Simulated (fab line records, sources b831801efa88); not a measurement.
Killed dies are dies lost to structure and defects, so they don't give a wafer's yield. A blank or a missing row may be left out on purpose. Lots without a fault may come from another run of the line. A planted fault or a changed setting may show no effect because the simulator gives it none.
Chamber matching | flow sky130 | SKY_FIELD_ISO_CMP_27 on cmp-02: 4 sister chambers
The step polishes, stops on Si3N4, t overpolish 16 s, target thk 457.8 nm. 14 wafers are shown with their chamber, then 7 later ones without.

WAFERS WITH THEIR CHAMBER
wafer  | chamber | motor_current_A (A) | overpolish_run_s (s) | time_to_endpoint_s (s)
L600.2 | 3       | 12.5                | 16.003               | 121
L600.3 | 2       | 10.0                | 15.994               | 115
L600.5 | 0       | 11.3                | 16.005               | 118
L602.1 | 3       | 12.8                | 15.998               | 117
L602.5 | 2       | 10.7                | 16.001               | 117
L602.6 | 3       | 12.9                | 16.003               | 117
L607.2 | 3       | 13.4                | 15.995               | 111
L607.5 | 1       | 10.7                | 16.017               | 110
L607.6 | 2       | 11.0                | 15.984               | 109
L610.1 | 0       | 11.7                | 16.003               | 107
L610.5 | 1       | 10.5                | 16.011               | 111
L610.6 | 2       | 9.7                 | 16.017               | 109
L612.1 | 3       | 13.5                | 16.010               | 114
L612.3 | 2       | 11.2                | 15.997               | 116

SIGNATURES (means of the wafers above)
reading            | chamber 0 | chamber 1 | chamber 2 | chamber 3 | scatter within a chamber
motor_current_A    | 11.500    | 10.600    | 10.520    | 13.020    | 0.498
overpolish_run_s   | 16.00400  | 16.01400  | 15.99860  | 16.00180  | 0.00856
time_to_endpoint_s | 112.50    | 110.50    | 113.20    | 116.00    | 4.22
Rule: a wafer's distance from a chamber is the root of the sum, over the readings, of the square of ((its reading less the chamber's mean) divided by the reading's scatter). The wafer belongs to the nearest chamber; if the next one is less than 2 further off, it can't be placed. The scatter: the root of (the sum of the squares of (reading less its chamber's mean) over the shown wafers, divided by (wafers less chambers)).

WAFERS WITHOUT THEIR CHAMBER
wafer  | motor_current_A (A) | overpolish_run_s (s) | time_to_endpoint_s (s)
L612.5 | 10.9                | 15.997               | 111
L618.2 | 10.7                | 16.002               | 108
L618.5 | 10.8                | 16.017               | 107
L618.6 | 10.2                | 15.991               | 107
L619.2 | 11.3                | 15.989               | 112
L619.3 | 10.4                | 16.004               | 114
L619.4 | 13.1                | 16.008               | 114

WHICH CHAMBER EACH WENT THROUGH
wafer  | from the rows above          | in truth
L612.5 | can't be placed: 2 or 0 or 1 | 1
L618.2 | can't be placed: 2 or 1 or 0 | 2
L618.5 | can't be placed: 1 or 0 or 2 | 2
L618.6 | can't be placed: 2 or 1 or 0 | 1
L619.2 | can't be placed: 0 or 2 or 1 | 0
L619.3 | can't be placed: 2 or 1 or 0 | 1
L619.4 | 3                            | 3
Placed correctly: 1 of 7. Can't be placed from these rows: 6 (the true chamber is among the candidates in 6). Placed wrongly: 0.
